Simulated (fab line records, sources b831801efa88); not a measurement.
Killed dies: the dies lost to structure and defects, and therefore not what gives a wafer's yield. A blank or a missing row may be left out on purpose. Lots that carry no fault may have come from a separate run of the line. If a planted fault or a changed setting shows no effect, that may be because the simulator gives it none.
The tool behind it: which one? ; flow sky130 ; 72 wafers from 24 lots sampled at 5 of the route's 708 steps

== WHAT EACH GAUGE READ, for each wafer ==
SKY_LDD_HVN_OVL_MEAS_07.
lot;measured;on;LDD_HVN_OVL (nm)
L076;day 21 20:56;overlay-01;0.4 -0.7 0.5
L075;day 21 21:43;overlay-01;-1.6 -1.2 0.9
L074;day 21 22:01;overlay-02;-2.2 -1.1 0.0
L078;day 22 04:13;overlay-01;-0.6 -0.8 -0.3
L079;day 22 05:56;overlay-02;-0.6 -2.5 -0.5
L077;day 22 06:23;overlay-02;-0.1 -0.1 -0.4
L081;day 22 18:49;overlay-01;1.0 -0.1 1.7
L080;day 22 19:07;overlay-02;-1.0 0.2 -0.8
L083;day 23 14:11;overlay-01;-1.7 -2.5 -2.0
L082;day 23 17:28;overlay-01;-0.4 0.5 0.1
L085;day 24 22:10;overlay-02;1.0 1.1 0.3
L084;day 25 02:58;overlay-02;-2.0 -2.6 -2.1
L087;day 25 09:26;overlay-02;1.4 0.1 1.2
L086;day 25 10:20;overlay-01;0.5 -0.2 -0.2
L089;day 26 01:46;overlay-02;-1.8 -0.5 -1.9
L090;day 26 02:43;overlay-01;2.0 0.4 -1.4
L088;day 26 03:32;overlay-02;-0.2 -0.6 0.8
L092;day 26 12:04;overlay-02;-1.1 0.5 -0.7
L091;day 26 12:59;overlay-01;-0.2 0.1 -1.0
L093;day 26 19:02;overlay-01;-0.5 -0.7 0.0
L095;day 27 23:47;overlay-02;1.1 -0.5 -0.6
L094;day 28 00:05;overlay-02;-0.2 -1.3 0.2
L096;day 28 01:35;overlay-02;-2.5 -1.5 -2.6
L097;day 28 09:08;overlay-02;-1.4 0.2 -1.4

SKY_SD_N_RS_MEAS_16: measures by four-point-probe.
lot;measured;on;SD_N_RS (ohm/sq)
L076;day 29 06:59;film_metro-04;68.59 68.57 68.40
L075;day 29 09:10;film_metro-01;68.47 68.53 68.63
L074;day 29 09:42;film_metro-04;68.42 68.63 68.64
L078;day 29 12:34;film_metro-03;68.56 68.38 68.46
L079;day 29 13:40;film_metro-03;68.51 68.49 68.56
L077;day 29 14:14;film_metro-01;68.54 68.46 68.49
L081;day 30 03:37;film_metro-01;68.42 68.57 68.62
L080;day 30 02:38;film_metro-04;68.61 68.70 68.58
L083;day 30 22:01;film_metro-04;68.52 68.62 68.53
L082;day 31 00:49;film_metro-04;68.68 68.56 68.54
L085;day 32 04:01;film_metro-03;68.67 68.73 68.79
L084;day 32 06:31;film_metro-04;68.50 68.61 68.48
L087;day 32 12:16;film_metro-03;68.71 68.52 68.64
L086;day 32 14:34;film_metro-01;68.48 68.50 68.48
L089;day 33 02:43;film_metro-01;68.50 68.63 68.48
L090;day 33 02:45;film_metro-04;68.36 68.30 68.43
L088;day 33 06:16;film_metro-01;68.52 68.49 68.62
L092;day 33 11:37;film_metro-01;68.52 68.46 68.48
L091;day 33 15:02;film_metro-03;68.51 68.38 68.39
L093;day 33 21:19;film_metro-03;68.39 68.44 68.34
L095;day 35 00:55;film_metro-03;68.30 68.50 68.31
L094;day 35 02:52;film_metro-03;68.36 68.57 68.39
L096;day 35 02:43;film_metro-04;68.55 68.57 68.46
L097;day 35 05:25;film_metro-04;68.52 68.37 68.44

SKY_LI_CONTACT_BOW_MEAS_03.
lot;measured;on;LI_CONTACT_BOW (um)
L076;day 29 07:50;film_metro-04;53 53 67
L075;day 29 10:01;film_metro-03;49 51 53
L074;day 29 10:35;film_metro-03;57 56 62
L078;day 29 13:28;film_metro-04;42 53 58
L079;day 29 14:31;film_metro-03;46 53 51
L077;day 29 15:08;film_metro-03;67 59 55
L081;day 30 04:28;film_metro-04;49 61 63
L080;day 30 03:29;film_metro-03;52 47 61
L083;day 30 22:52;film_metro-01;53 66 52
L082;day 31 01:40;film_metro-04;56 53 56
L085;day 32 04:52;film_metro-01;56 57 63
L084;day 32 07:21;film_metro-04;48 63 63
L087;day 32 13:06;film_metro-04;45 48 70
L086;day 32 15:24;film_metro-01;53 53 60
L089;day 33 03:33;film_metro-03;55 63 48
L090;day 33 03:35;film_metro-04;56 52 50
L088;day 33 07:07;film_metro-03;55 52 59
L092;day 33 12:28;film_metro-03;70 54 59
L091;day 33 15:53;film_metro-04;48 48 43
L093;day 33 22:09;film_metro-03;62 65 59
L095;day 35 01:45;film_metro-03;49 56 61
L094;day 35 03:43;film_metro-03;56 54 49
L096;day 35 03:33;film_metro-01;66 58 66
L097;day 35 06:16;film_metro-01;63 67 62

SKY_METAL1_OVL_MEAS_16.
lot;measured;on;METAL1_OVL (nm)
L076;day 34 01:10;overlay-01;-2 3 -5
L075;day 34 02:38;overlay-02;1 6 -3
L074;day 34 03:38;overlay-01;-1 -4 0
L078;day 34 05:48;overlay-01;-6 0 -4
L079;day 34 06:50;overlay-01;0 -6 -2
L077;day 34 07:06;overlay-02;1 0 -4
L081;day 34 19:44;overlay-01;2 -4 -2
L080;day 34 18:53;overlay-01;5 14 9
L083;day 35 17:55;overlay-02;3 -2 -2
L082;day 35 18:44;overlay-02;-11 -4 -6
L085;day 36 22:17;overlay-01;2 3 0
L084;day 36 22:28;overlay-01;-2 -1 0
L087;day 36 23:37;overlay-01;-5 -3 2
L086;day 37 02:50;overlay-01;0 -5 -2
L089;day 37 23:56;overlay-02;-1 -6 -2
L090;day 37 23:57;overlay-01;1 -1 -3
L088;day 38 00:35;overlay-01;14 5 10
L092;day 38 02:32;overlay-01;-2 -4 -1
L091;day 38 03:19;overlay-02;0 3 -6
L093;day 39 00:39;overlay-02;4 4 1
L095;day 39 08:14;overlay-01;0 3 6
L094;day 39 10:01;overlay-02;8 -3 -2
L096;day 39 09:19;overlay-01;4 2 0
L097;day 39 11:32;overlay-01;6 9 5

SKY_CAPM_THK_MEAS_04: measures by xrf.
lot;measured;on;CAPM_TIN_THK (nm)
L076;day 38 04:55;film_metro-02;210.6 207.9 207.1
L075;day 38 05:38;film_metro-02;209.5 210.7 211.3
L074;day 38 05:50;film_metro-01;210.0 212.5 210.1
L078;day 38 06:13;film_metro-01;208.7 208.4 209.7
L079;day 38 06:31;film_metro-01;210.3 207.3 206.4
L077;day 38 06:55;film_metro-01;205.5 207.7 204.1
L081;day 38 07:18;film_metro-02;211.4 210.5 211.2
L080;day 38 06:58;film_metro-04;204.5 204.8 204.4
L083;day 39 05:04;film_metro-04;208.7 207.9 207.1
L082;day 39 06:26;film_metro-01;209.0 208.4 206.7
L085;day 40 08:55;film_metro-02;206.3 208.1 209.7
L084;day 40 09:13;film_metro-01;212.0 208.0 209.6
L087;day 40 10:08;film_metro-04;208.8 213.7 211.3
L086;day 40 15:13;film_metro-01;204.9 206.9 207.4
L089;day 41 07:46;film_metro-01;208.4 208.0 209.5
L090;day 41 08:07;film_metro-01;212.7 211.1 213.7
L088;day 41 10:02;film_metro-01;209.3 210.5 209.8
L092;day 41 11:34;film_metro-04;208.4 208.5 206.7
L091;day 41 12:00;film_metro-04;210.3 206.3 209.5
L093;day 42 08:01;film_metro-04;207.2 208.2 208.4
L095;day 42 16:49;film_metro-04;208.6 206.5 210.5
L094;day 42 18:07;film_metro-01;210.9 208.7 210.2
L096;day 42 17:25;film_metro-04;205.7 209.3 207.1
L097;day 42 18:52;film_metro-01;208.2 208.8 206.2

== EACH LOT AND THE TOOL THAT RAN IT (in order: tool; ch and the chambers of the sampled wafers; start) ==
Record: no process step prior to these readings.

== WHAT THE TOOLS THEMSELVES READ (means of the sampled wafers that have a number; where no wafer has one, the mark that the record gives instead) ==
The record holds no such reading with a usual standard deviation.

== THE ANSWER, worked out from the rows above alone ==
Rule: the usual values come from the lots themselves. The widest of any qualifying gaps counts: lots, ordered by their means at a reading, are off when they make up no more than a third of the lots, leave a main group of 4 or more, and stand apart from it by 3 or more times the standard deviation of that group's means. A main group is skipped when, at the precision printed for the reading in the tables above, its means are all equal. Also off: a lot with no number at a reading for which 4 or more lots have one. Where the step has rows for the other lots, those lots are counted as sound. Order of review: gauges by route order, followed by the tools' own readings, for which a lot's mean as printed above is used. At the first step where some lot is off, the reading lying furthest off is the one used; lots without a number count as furthest.
No lot is off at any reading shown: from this, nothing can be told.

== WHAT THE SIMULATOR HAD PUT IN ==
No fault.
